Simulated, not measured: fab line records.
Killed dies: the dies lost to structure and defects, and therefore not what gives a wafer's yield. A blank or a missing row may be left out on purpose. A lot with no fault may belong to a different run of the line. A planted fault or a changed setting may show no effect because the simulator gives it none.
What tool caused it? -- flow gf180mcu -- 45 wafers from 15 lots sampled at 4 of the route's 602 steps

WHAT THE GAUGES SHOWED, per wafer
GF_PASSIVATION_THK_MEAS_03.
lot,measured,on,PASSIVATION_CVD_02_THK (nm)
L345,day 27 19:38,filmMetro-01,695 704 703
L346,day 27 23:51,filmMetro-03,690 707 701
L347,day 28 18:37,filmMetro-03,685 691 714
L348,day 28 21:38,filmMetro-02,702 701 710
L349,day 29 06:46,filmMetro-03,700 713 709
L351,day 29 21:25,filmMetro-02,692 714 699
L350,day 29 22:41,filmMetro-03,695 703 708
L352,day 30 12:47,filmMetro-02,701 693 706
L353,day 30 16:26,filmMetro-02,698 703 703
L354,day 31 21:10,filmMetro-01,688 689 708
L356,day 31 21:11,filmMetro-02,705 712 715
L355,day 32 01:10,filmMetro-01,683 689 693
L357,day 32 06:04,filmMetro-01,694 688 700
L361,day 33 01:43,filmMetro-03,696 703 711
L362,day 33 06:30,filmMetro-03,699 702 711

WHAT TOOL EACH LOT RAN ON (gives the tool, then ch and the chambers of the sampled wafers, and finally the start)
lot,GF_V1_CLEAN_20,GF_V5_CVD_23,GF_TOP_METAL_SPUTTER_02
L345,"wetBench-03 ch 3, day 17 18:40","cvdW-02 ch 1, day 26 21:27","pvdSputter-04, day 26 22:10"
L346,"wetBench-02 ch 3, day 18 00:08","cvdW-02 ch 0,1, day 27 02:07","pvdSputter-04, day 27 02:50"
L347,"wetBench-02 ch 1, day 18 21:20","cvdW-01 ch 0,1, day 27 21:17","pvdSputter-04, day 27 22:01"
L348,"wetBench-03 ch 3, day 19 00:07","cvdW-02 ch 0,1, day 28 00:28","pvdSputter-01, day 28 01:09"
L349,"wetBench-01 ch 0, day 19 16:40","cvdW-02 ch 0,1, day 28 10:08","pvdSputter-03, day 28 10:50"
L351,"wetBench-01 ch 0, day 20 08:19","cvdW-01 ch 0,1, day 29 00:37","pvdSputter-04, day 29 01:18"
L350,"wetBench-01 ch 3, day 20 08:25","cvdW-02 ch 1, day 29 01:18","pvdSputter-03, day 29 02:01"
L352,"wetBench-03 ch 3, day 21 02:13","cvdW-01 ch 0,1, day 29 15:50","pvdSputter-04, day 29 16:33"
L353,"wetBench-01 ch 2, day 21 08:49","cvdW-02 ch 1, day 29 20:48","pvdSputter-03, day 29 21:34"
L354,"wetBench-01 ch 3, day 22 06:46","cvdW-02 ch 0,1, day 30 15:06","pvdSputter-04, day 30 15:50"
L356,"wetBench-02 ch 1, day 22 09:21","cvdW-02 ch 0,1, day 30 15:28","pvdSputter-03, day 30 16:08"
L355,"wetBench-02 ch 3, day 22 15:01","cvdW-01 ch 0,1, day 30 21:23","pvdSputter-01, day 30 22:07"
L357,"wetBench-02 ch 2, day 23 04:43","cvdW-01 ch 0,1, day 31 20:19","pvdSputter-04, day 31 21:14"
L361,"wetBench-02 ch 2, day 24 08:58","cvdW-02 ch 0,1, day 32 03:52","pvdSputter-03, day 32 07:55"
L362,"wetBench-02 ch 1, day 24 14:00","cvdW-01 ch 0,1, day 32 11:16","pvdSputter-04, day 32 11:59"
- GF_V1_CLEAN_20: cleans in DIW.
- GF_V5_CVD_23: deposits W, target thk 350 nm, time 104.9 s.
- GF_TOP_METAL_SPUTTER_02: material AlCu, target thk 900 nm, time 47.82 s.

WHAT THE TOOLS THEMSELVES READ (means of the sampled wafers that have a number; where no wafer has one, the mark that the record gives instead)
GF_V5_CVD_23.
lot,tool,heaterPowerW (W),susceptorTempC (C)
L345,cvdW-02,1012,399.77
L346,cvdW-02,998,400.13
L347,cvdW-01,845,399.92
L348,cvdW-02,990,400.22
L349,cvdW-02,995,400.07
L351,cvdW-01,827,399.96
L350,cvdW-02,1025,399.97
L352,cvdW-01,845,399.94
L353,cvdW-02,1030,400.20
L354,cvdW-02,982,399.86
L356,cvdW-02,992,399.99
L355,cvdW-01,844,399.96
L357,cvdW-01,820,399.90
L361,cvdW-02,955,399.94
L362,cvdW-01,850,400.23

GF_TOP_METAL_SPUTTER_02.
lot,tool,throttleValvePct (%)
L345,pvdSputter-04,31.2
L346,pvdSputter-04,30.5
L347,pvdSputter-04,30.6
L348,pvdSputter-01,31.1
L349,pvdSputter-03,30.2
L351,pvdSputter-04,31.0
L350,pvdSputter-03,29.7
L352,pvdSputter-04,30.8
L353,pvdSputter-03,30.6
L354,pvdSputter-04,30.6
L356,pvdSputter-03,30.3
L355,pvdSputter-01,30.7
L357,pvdSputter-04,30.2
L361,pvdSputter-03,30.3
L362,pvdSputter-04,30.4

THE ANSWER, worked out from the rows above alone
Rule: the usual values come from the lots themselves. Put in order of their means at a reading, lots are off if they are a third of the lots or fewer, leave a main group of 4 or more, and stand apart from it by a gap of 3 or more times the standard deviation of the main group's means; of several such gaps the widest counts. A main group whose means are all the same, to the digits that the tables above print for the reading, isn't used. A lot without any number at a reading at which 4 lots or more have one is off too. Any other lot the step has rows for is counted as sound. First the gauges in route order, then the tools' own readings, where a lot's mean is used as printed above. The first step at which some lot is off is used, and at that step the reading that is off furthest; a lot without a number counts as furthest.
No lot is off at any reading shown: from this, nothing can be told.

WHAT THE SIMULATOR HAD INSERTED
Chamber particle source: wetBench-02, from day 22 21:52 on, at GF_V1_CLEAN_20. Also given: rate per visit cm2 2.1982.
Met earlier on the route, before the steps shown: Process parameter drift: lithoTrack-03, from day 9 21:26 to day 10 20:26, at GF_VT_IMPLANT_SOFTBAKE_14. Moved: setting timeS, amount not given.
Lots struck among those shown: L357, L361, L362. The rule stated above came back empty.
